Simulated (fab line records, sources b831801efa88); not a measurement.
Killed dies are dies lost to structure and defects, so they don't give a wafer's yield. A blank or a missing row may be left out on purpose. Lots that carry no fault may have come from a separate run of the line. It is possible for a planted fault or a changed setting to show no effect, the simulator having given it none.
fab line records | flow sky130
record: lots: 6 wafers: 18 lastDay: 50
route steps=708 shown METAL1@440 PAD_OPEN@708
lots that met no fault: taken from a fault-free run of the same line
startH: hours from the record's first day to the start of the lot's first wafer shown | waitH: how many hours have passed since the lot's step before this one | " unchanged from the row above | L1.1+2: one row covering several wafers at once | - no value, or no start given | * or withheld: withheld | < > ~ a bound
route shown NAME@n: a module of which the file shows steps, and the number in the route of the first | usual: mean/standard deviation of fault-free wafers | same: alike in all rows | chamber/n: place in a boat | sites: per-site readings | _std_site: the values' standard deviation | _edge_site: the outer-site mean with the inner-site mean subtracted | radiusMm: for every site, how far away it sits from the centre of the wafer | mask NAME#n: copy n | behind: the tool/chamber that last shaped the wafer | hold: what put the lot on hold/how long, in hours/how the hold closed | device: whichever transistor did not switch (one of n, p or np) | end of line: the tests these same wafers got at the end of their route | a step with no rows: only its recipe | killed: count of dies lost to structure and defects at first sort (not the wafer's yield) | map: a wafer's dies, marking killed ones x, the rest . and places with no die _
set.NAME: the setting as run; set.NAME@STEP: as run at that earlier step | model.NAME: the simulator's own value behind a step, which no gauge read
lots seen at some steps along the route; tables by step, rows by wafer
services: when a tool's chamber went out of use (startH, in hours from the record's first day, below 0 if earlier), for how many hours, and the reason
== steps ==
step: SKY_METAL1_THK_MEAS_06
recipe: thkMeasGauge: xrf reads: AlCu_of_METAL1_SPUTTER_02
usual: METAL1_ALCU_THK: 250/3.2
columns lot.wafer tool chamber startH waitH METAL1_ALCU_THK[nm]
L841.2 filmMetro-03 - 772.95 0.1 244
L841.3 " - " " 243
L841.5 " - " " 243
L843.1 filmMetro-02 - 791.35 0.1 250
L843.2 " - " " 253
L843.6 " - " " 251
L850.1 filmMetro-03 - 835.56 0.1 248
L850.4 " - " " 251
L850.6 " - " " 252
L854.1 filmMetro-02 - 869.86 0.1 252
L854.2 " - " " 251
L854.5 " - " " 252
L859.1 filmMetro-03 - 903.29 0.1 250
L859.5 " - " " 249
L859.6 " - " " 248
L860.2 filmMetro-03 - 908.18 0.1 251
L860.5 " - " " 255
L860.6 " - " " 257
step: SKY_METAL1_DEHYDRATE_07
recipe: tempC: 200 timeS: 60
step: SKY_METAL1_HMDS_08
recipe: primeTimeS: 60 primeTempC: 120
step: SKY_METAL1_COAT_09
recipe: resist: BARC tempC: withheld timeS: withheld spinRpm: 3000 resistThkNm: 60
step: SKY_METAL1_COAT_10
recipe: resist: KrF-thick spinRpm: 3000 resistThkNm: 450
step: SKY_METAL1_SOFTBAKE_11
recipe: tempC: 100 timeS: 90 resist: KrF-thick
step: SKY_METAL1_EXPOSE_12
recipe: maskId: MM1 na: 0.8 sourceShape: annular sigmaInner: 0.55 sigmaOuter: 0.85 targetCdNm: 140 doseMj: 28
step: SKY_METAL1_PEB_13
recipe: pebTempC: withheld pebTimeS: withheld resist: KrF-thick
step: SKY_METAL1_DEVELOP_14
recipe: developTimeS: 60 resist: KrF-thick devTempC: 21
step: SKY_METAL1_CD_MEAS_15
recipe: targetCdNm: 140
usual: cdNm: 139.8/1.5
columns lot.wafer tool chamber startH waitH cdNm
L841.2 cdSem-02 - 799.05 - 142.4
L841.3 " - " " 142.1
L841.5 " - " " 143.0
L843.1 cdSem-01 - 817.33 - 140.0
L843.2 " - " " 141.0
L843.6 " - " " 140.9
L850.1 cdSem-02 - 861.42 - 140.0
L850.4 " - " " 138.6
L850.6 " - " " 139.3
L854.1 cdSem-02 - 895.62 - 138.2
L854.2 " - " " 138.2
L854.5 " - " " 139.0
L859.1 cdSem-02 - 926.53 - 139.6
L859.5 " - " " 138.7
L859.6 " - " " 139.3
L860.2 cdSem-02 - 932.34 - 141.5
L860.5 " - " " 140.6
L860.6 " - " " 140.8
step: SKY_METAL1_OVL_MEAS_16
usual: METAL1_OVL: -3/5.8
columns lot.wafer tool chamber startH waitH METAL1_OVL[nm]
L841.2 overlay-01 - 799.16 0.1 2
L841.3 " - " " 6
L841.5 " - " " 4
L843.1 overlay-02 - 817.45 0.1 -4
L843.2 " - " " 1
L843.6 " - " " 1
L850.1 overlay-02 - 861.54 0.1 7
L850.4 " - " " -4
L850.6 " - " " 8
L854.1 overlay-02 - 895.74 0.1 2
L854.2 " - " " 0
L854.5 " - " " -8
L859.1 overlay-01 - 926.65 0.1 0
L859.5 " - " " 12
L859.6 " - " " -1
L860.2 overlay-01 - 932.44 0.1 -4
L860.5 " - " " -13
L860.6 " - " " -7
step: SKY_METAL1_DESCUM_17
recipe: chemistry: O2 sourcePowerW: 150 biasPowerW: 0 pressureMtorr: 10 tempC: 40 timeS: 8
usual: drypumpMotorCurrentA: 5.6/0.41 heBacksideLeakSccm: 3.4/0.32 oesProductAu: 1.001/0.011
columns lot.wafer tool chamber startH waitH drypumpMotorCurrentA heBacksideLeakSccm oesProductAu rfHoursCounterH
L841.2 rieMetal-01 0 799.19 0.0 6.2 3.6 0.994 14
L841.3 " 0 " " 6.3 3.5 0.982 -
L841.5 " 1 " " 5.7 3.3 1.018 -
L843.1 rieMetal-01 0 817.49 0.0 6.3 3.5 0.992 15
L843.2 " 1 " " 5.7 3.1 1.014 6
L843.6 " 1 " " 5.7 3.1 1.018 -
L850.1 rieMetal-02 0 861.57 0.0 5.1 3.2 0.994 1
L850.4 " 0 " " 5.1 3.3 0.996 -
L850.6 " 0 " " 5.1 3.4 0.996 -
L854.1 rieMetal-03 1 895.77 0.0 5.0 3.6 0.997 6
L854.2 " 0 " " 5.6 3.4 1.008 6
L854.5 " 1 " " 5.0 3.3 0.999 -
L859.1 rieMetal-01 0 926.69 0.0 6.3 3.7 1.002 2
L859.5 " 1 " " 5.7 3.2 1.015 -
L859.6 " 0 " " 6.3 3.7 0.998 -
L860.2 rieMetal-02 1 932.47 0.0 5.8 3.1 1.000 7
L860.5 " 0 " " 5.0 3.6 1.004 -
L860.6 " 1 " " 5.8 3.1 0.989 -
step: SKY_METAL1_ETCH_18
recipe: chemistry: N2/H2 target: BARC ionEnergyEv: 200 biasW: 100 pressureMtorr: 30 n2FlowSccm: 100 h2FlowSccm: 200 icpW: 500 stopOn: SiO2 timeS: 45.9 targetDepthA: 600
usual: drypumpMotorCurrentA: 5.6/0.41 heBacksideLeakSccm: 3.34/0.23 oesProductAu: 0.855/0.0048 throttleValvePct: 13.224/0.009
columns lot.wafer tool chamber startH waitH drypumpMotorCurrentA heBacksideLeakSccm oesProductAu rfHoursCounterH throttleValvePct model.KrF-thick_of_METAL1_COAT_10.thkNm model.etch.depthNm
L841.2 rieMetal-01 0 799.22 0.0 6.3 3.53 0.829 14 13.218 400.8 57.65
L841.3 " 0 " " 6.3 3.45 0.836 - 13.227 401.1 58.01
L841.5 " 1 " " 5.7 3.28 0.853 - 13.226 393.3 59.92
L843.1 rieMetal-01 0 817.52 0.0 6.3 3.43 0.832 15 13.202 398.2 58
L843.2 " 1 " " 5.7 3.18 0.849 6 13.227 389.1 59.76
L843.6 " 1 " " 5.7 3.18 0.863 - 13.230 389.1 59.95
L850.1 rieMetal-02 0 861.60 0.0 5.1 3.39 0.848 1 13.220 392 60.05
L850.4 " 0 " " 5.1 3.57 0.858 - 13.230 391.6 59.82
L850.6 " 0 " " 5.1 3.38 0.853 - 13.219 392 59.82
L854.1 rieMetal-03 1 895.80 0.0 5.0 3.32 0.861 6 13.239 393.6 60.07
L854.2 " 0 " " 5.6 3.47 0.850 6 13.231 391.5 60.35
L854.5 " 1 " " 5.0 3.26 0.855 - 13.230 393.5 60.29
L859.1 rieMetal-01 0 926.72 0.0 6.3 3.23 0.861 2 13.224 392.3 60.04
L859.5 " 1 " " 5.7 3.26 0.857 - 13.230 393.1 60.21
L859.6 " 0 " " 6.2 3.52 0.856 - 13.234 391.7 60.05
L860.2 rieMetal-02 1 932.50 0.0 5.8 3.20 0.851 7 13.237 393.3 59.98
L860.5 " 0 " " 5.1 3.86 0.854 - 13.204 392.9 59.99
L860.6 " 1 " " 5.8 3.11 0.847 - 13.219 395 59.76
step: SKY_METAL1_METAL_ETCH_19
recipe: targetDepthA: 3600 stopOn: SiO2 overEtchFrac: 0.3 timeS: 78 chemistry: Cl2/BCl3 resistSidewallDeg: 88 pressureMtorr: 10 icpW: 911.2 biasW: 48.5 Cl2_flow_sccm: 60 bcl3FlowSccm: 30
usual: drypumpMotorCurrentA: 5.6/0.42 heBacksideLeakSccm: 3.36/0.28 oesProductAu: 0.855/0.0062 throttleValvePct: 22.264/0.0088
columns lot.wafer tool chamber startH waitH drypumpMotorCurrentA heBacksideLeakSccm oesProductAu rfHoursCounterH throttleValvePct
L841.2 rieMetal-01 0 799.28 0.0 6.3 3.44 0.858 14 22.247
L841.3 " 0 " " 6.3 3.45 0.846 - 22.274
L841.5 " 1 " " 5.7 3.39 0.842 - 22.271
L843.1 rieMetal-01 0 817.58 0.0 6.3 3.65 0.845 15 22.264
L843.2 " 1 " " 5.7 3.22 0.866 6 22.268
L843.6 " 1 " " 5.7 3.17 0.856 - 22.262
L850.1 rieMetal-02 0 861.67 0.0 5.1 3.49 0.850 1 22.269
L850.4 " 0 " " 5.1 3.48 0.855 - 22.259
L850.6 " 0 " " 5.1 3.51 0.857 - 22.253
L854.1 rieMetal-03 1 895.87 0.0 4.9 3.52 0.856 6 22.277
L854.2 " 0 " " 5.6 3.24 0.857 6 22.267
L854.5 " 1 " " 4.9 3.41 0.858 - 22.262
L859.1 rieMetal-01 0 926.78 0.0 6.3 3.65 0.855 2 22.262
L859.5 " 1 " " 5.7 3.16 0.859 - 22.271
L859.6 " 0 " " 6.3 3.57 0.853 - 22.270
L860.2 rieMetal-02 1 932.57 0.0 5.7 3.05 0.866 7 22.267
L860.5 " 0 " " 5.0 3.76 0.850 - 22.265
L860.6 " 1 " " 5.7 2.96 0.863 - 22.268
step: SKY_PAD_OPEN_PROBE_99
usual: defectLimitedYield: 82.4/1.8 killed_at_M0_to_M3: 44/7 killed_at_M4_up: 3.0/1.8 killedAtContacts: 24/4.9 killedAtFrontEnd: 15/5 killedAtOther: 0.2/0.53 killedDies: 87/8.7 killedOpen: 48/6.8 killedShort: 39/5.7 sort_bin_3_pad_short: 0.9/0.42 sort_bin_5_function: 10.4/1.5 sort_bin_6_memory: 6.3/1.1 sortNPass: 405/8.7 sortYieldPct: 82.4/1.8
same: grossDies: 492 killedAtBackSide: 0 sort_bin_4_leakage[%]: 0 sort_bin_8_speed[%]: 0
columns lot.wafer tool chamber startH waitH defectLimitedYield[%] killed_at_M0_to_M3 killed_at_M4_up killedAtContacts killedAtFrontEnd killedAtOther killedDies killedOpen killedShort sort_bin_3_pad_short[%] sort_bin_5_function[%] sort_bin_6_memory[%] sortNPass sortYieldPct[%] model.etest.met1Comb.leakLog10AUm
L841.2 prober-01 - 1101.41 0.1 82.7 47 4 25 9 0 85 47 38 1.2 11.0 5.1 407 82.7 -10.66
L841.3 prober-01 - 1101.46 0.2 83.1 53 4 14 12 0 83 50 33 1.0 8.9 6.9 409 83.1 -10.71
L841.5 prober-01 - 1101.56 0.2 82.3 44 1 24 17 1 87 49 38 0.8 10.4 6.5 405 82.3 -11.84
L843.1 prober-01 - 1117.40 0.1 87.0 26 4 27 7 0 64 28 36 1.2 7.1 4.7 428 87.0 -10.91
L843.2 prober-01 - 1117.45 0.1 82.3 50 1 31 5 0 87 49 38 1.0 10.2 6.5 405 82.3 -12.2
L843.6 prober-01 - 1117.65 0.2 81.5 50 4 27 9 1 91 49 42 1.0 11.0 6.5 401 81.5 -11.96
L850.1 prober-02 - 1150.57 0.1 82.9 49 2 23 10 0 84 45 39 1.2 10.8 5.1 408 82.9 -12.17
L850.4 prober-02 - 1150.72 0.2 78.7 56 5 26 18 0 105 54 50 1.2 12.4 7.7 387 78.7 -12.15
L850.6 prober-02 - 1150.82 0.2 87.2 41 2 10 10 0 63 33 30 0.8 7.3 4.7 429 87.2 -12.13
L854.1 prober-02 - 1171.34 0.1 85.0 44 1 17 12 0 74 44 30 0.2 9.3 5.5 418 85.0 -12.04
L854.2 prober-02 - 1171.39 0.1 81.9 41 5 31 12 0 89 46 43 1.4 12.0 4.7 403 81.9 -12.03
L854.5 prober-02 - 1171.54 0.2 81.3 58 2 20 11 1 92 48 44 1.8 8.3 8.5 400 81.3 -11.87
L859.1 prober-01 - 1194.78 0.1 78.7 53 3 31 18 0 105 63 42 0.8 13.8 6.7 387 78.7 -12.06
L859.5 prober-01 - 1194.98 0.2 80.5 55 5 25 10 1 96 57 39 1.4 11.6 6.5 396 80.5 -11.94
L859.6 prober-01 - 1195.03 0.2 81.3 47 4 24 17 0 92 51 41 0.8 12.4 5.5 400 81.3 -12.05
L860.2 prober-02 - 1199.54 0.1 84.1 49 2 18 9 0 78 47 31 0.8 8.3 6.7 414 84.1 -12.01
L860.5 prober-02 - 1199.69 0.2 83.3 35 1 33 13 0 82 50 32 0.4 10.4 5.9 410 83.3 -11.98
L860.6 prober-02 - 1199.74 0.2 82.7 41 1 25 18 0 85 52 33 1.8 10.2 5.3 407 82.7 -12.03
killed by level:class
L841.2 VIA2:geometricParticle:open=10 CONTACT:geometricParticle:open=10 VIA3:geometricParticle:open=8 LI_CONTACT:geometricParticle:open=7 VIA1:geometricParticle:open=7 METAL2:geometricParticle:short=7 METAL1:geometricParticle:short=6 VIA1:geometricParticle:short=5
L841.3 VIA1:geometricParticle:open=16 VIA2:geometricParticle:open=9 POLY_GATE:geometricParticle:short=7 LI_CONTACT:geometricParticle:open=6 VIA3:geometricParticle:open=5 METAL1:geometricParticle:short=4 METAL1:geometricParticle:open=4 VIA2:geometricParticle:short=4
L841.5 CONTACT:geometricParticle:open=11 VIA3:geometricParticle:open=8 VIA1:geometricParticle:open=8 LI_CONTACT:geometricParticle:open=7 VIA2:geometricParticle:open=6 FIELD_ISO:geometricParticle:short=5 POLY_GATE:geometricParticle:short=4 VIA1:geometricParticle:short=4
L843.1 CONTACT:geometricParticle:short=8 CONTACT:geometricParticle:open=6 LI_CONTACT:geometricParticle:open=5 VIA1:geometricParticle:open=5 LI_CONTACT:geometricParticle:short=4 VIA2:geometricParticle:open=4 LOCAL_INTERCONNECT:geometricParticle:short=3 METAL1:geometricParticle:short=3
L843.2 CONTACT:geometricParticle:open=11 VIA1:geometricParticle:open=10 METAL2:geometricParticle:short=10 VIA2:geometricParticle:open=9 LI_CONTACT:geometricParticle:open=8 CONTACT:geometricParticle:short=5 VIA1:geometricParticle:short=5 VIA3:geometricParticle:open=5
L843.6 VIA2:geometricParticle:open=14 CONTACT:geometricParticle:open=10 LI_CONTACT:geometricParticle:short=6 METAL1:geometricParticle:short=6 VIA1:geometricParticle:open=6 VIA3:geometricParticle:open=6 CONTACT:geometricParticle:short=5 LI_CONTACT:geometricParticle:open=5
L850.1 CONTACT:geometricParticle:open=8 VIA1:geometricParticle:open=7 METAL1:geometricParticle:short=7 VIA1:geometricParticle:short=7 VIA3:geometricParticle:open=7 METAL2:geometricParticle:short=6 LI_CONTACT:geometricParticle:open=6 CONTACT:geometricParticle:short=5
L850.4 VIA1:geometricParticle:open=11 CONTACT:geometricParticle:open=9 VIA1:geometricParticle:short=8 VIA3:geometricParticle:open=7 METAL1:geometricParticle:short=7 VIA2:geometricParticle:open=7 FIELD_ISO:geometricParticle:open=6 METAL2:geometricParticle:short=6
L850.6 VIA1:geometricParticle:open=10 METAL2:geometricParticle:short=8 VIA3:geometricParticle:open=7 CONTACT:geometricParticle:open=4 VIA2:geometricParticle:open=4 VIA2:geometricParticle:short=4 FIELD_ISO:geometricParticle:short=3 FIELD_ISO:geometricParticle:open=3
L854.1 VIA1:geometricParticle:open=10 CONTACT:geometricParticle:open=8 VIA2:geometricParticle:open=8 LI_CONTACT:geometricParticle:open=6 VIA1:geometricParticle:short=6 FIELD_ISO:geometricParticle:open=4 FIELD_ISO:geometricParticle:short=4 METAL1:geometricParticle:short=4
L854.2 LI_CONTACT:geometricParticle:open=10 CONTACT:geometricParticle:open=8 METAL2:geometricParticle:short=7 VIA2:geometricParticle:open=7 VIA3:geometricParticle:open=7 VIA1:geometricParticle:open=6 LI_CONTACT:geometricParticle:short=5 VIA1:geometricParticle:short=5
L854.5 VIA1:geometricParticle:open=15 VIA1:geometricParticle:short=9 METAL2:geometricParticle:short=7 METAL1:geometricParticle:short=6 VIA2:geometricParticle:open=6 CONTACT:geometricParticle:open=5 METAL1:geometricParticle:open=5 CONTACT:geometricParticle:short=4
L859.1 CONTACT:geometricParticle:open=13 VIA1:geometricParticle:open=10 VIA3:geometricParticle:open=10 LI_CONTACT:geometricParticle:open=8 VIA2:geometricParticle:open=8 POLY_GATE:geometricParticle:short=6 VIA1:geometricParticle:short=6 LOCAL_INTERCONNECT:geometricParticle:short=5
L859.5 VIA2:geometricParticle:open=11 VIA1:geometricParticle:open=10 CONTACT:geometricParticle:open=9 METAL1:geometricParticle:short=8 LI_CONTACT:geometricParticle:open=6 VIA1:geometricParticle:short=6 CONTACT:geometricParticle:short=5 VIA3:geometricParticle:open=4
L859.6 VIA1:geometricParticle:open=10 VIA3:geometricParticle:open=8 LI_CONTACT:geometricParticle:open=7 VIA1:geometricParticle:short=7 CONTACT:geometricParticle:short=6 CONTACT:geometricParticle:open=6 VIA2:geometricParticle:open=6 POLY_GATE:geometricParticle:open=4
L860.2 VIA1:geometricParticle:open=10 VIA3:geometricParticle:open=8 VIA2:geometricParticle:open=7 METAL2:geometricParticle:short=6 LI_CONTACT:geometricParticle:open=5 CONTACT:geometricParticle:open=5 VIA3:geometricParticle:short=5 VIA2:geometricParticle:short=4
L860.5 CONTACT:geometricParticle:open=11 LI_CONTACT:geometricParticle:open=9 LOCAL_INTERCONNECT:geometricParticle:short=8 VIA1:geometricParticle:open=8 VIA2:geometricParticle:open=6 FIELD_ISO:geometricParticle:open=4 VIA1:geometricParticle:short=4 METAL1:geometricParticle:short=4
L860.6 VIA1:geometricParticle:open=12 CONTACT:geometricParticle:open=11 VIA2:geometricParticle:open=8 CONTACT:geometricParticle:short=6 POLY_GATE:geometricParticle:short=5 LI_CONTACT:geometricParticle:open=5 METAL1:geometricParticle:short=5 VIA3:geometricParticle:short=5
== services ==
columns tool chamber startH hours kind
rieMetal-02 0 789.43 - clean
rieMetal-02 0 789.43 26.8 scheduledDown
rieMetal-02 0 789.43 26.8 ventCycle
rieMetal-03 1 794.17 10.0 repair
rieMetal-03 1 861.57 24.6 repair
rieMetal-01 0 863.43 - clean
rieMetal-01 0 863.43 14.6 scheduledDown
rieMetal-01 0 863.43 14.6 ventCycle
rieMetal-03 0 911.01 4.2 repair
rieMetal-02 - 912.61 4.3 pm
rieMetal-03 1 916.82 2.4 repair
== key ==
firstSign: step: SKY_METAL1_ETCH_18 reading: oesProductAu direction: down sigmas: 4.7 usual: 0.855 struck: 0.832
effect none on later readings
modelEffect: step: SKY_METAL1_ETCH_18 value: KrF-thick_of_METAL1_COAT_10.thkNm without: 393.8 struck: 400
modelEffect: step: SKY_PAD_OPEN_PROBE_99 value: etest.met1Comb.leakLog10AUm without: -11.95 struck: -10.76
metAt SKY_METAL1_ETCH_18
struckWafers L841.2,L841.3,L843.1
fault: kind: processParameterDrift tool: rieMetal-01 chamber: 0 onsetH: 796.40 steps: SKY_METAL1_ETCH_18 channel: ionEnergyEv offset: -80 shape: step endH: 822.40 actsIn: theseRecipesOnly stated: 200
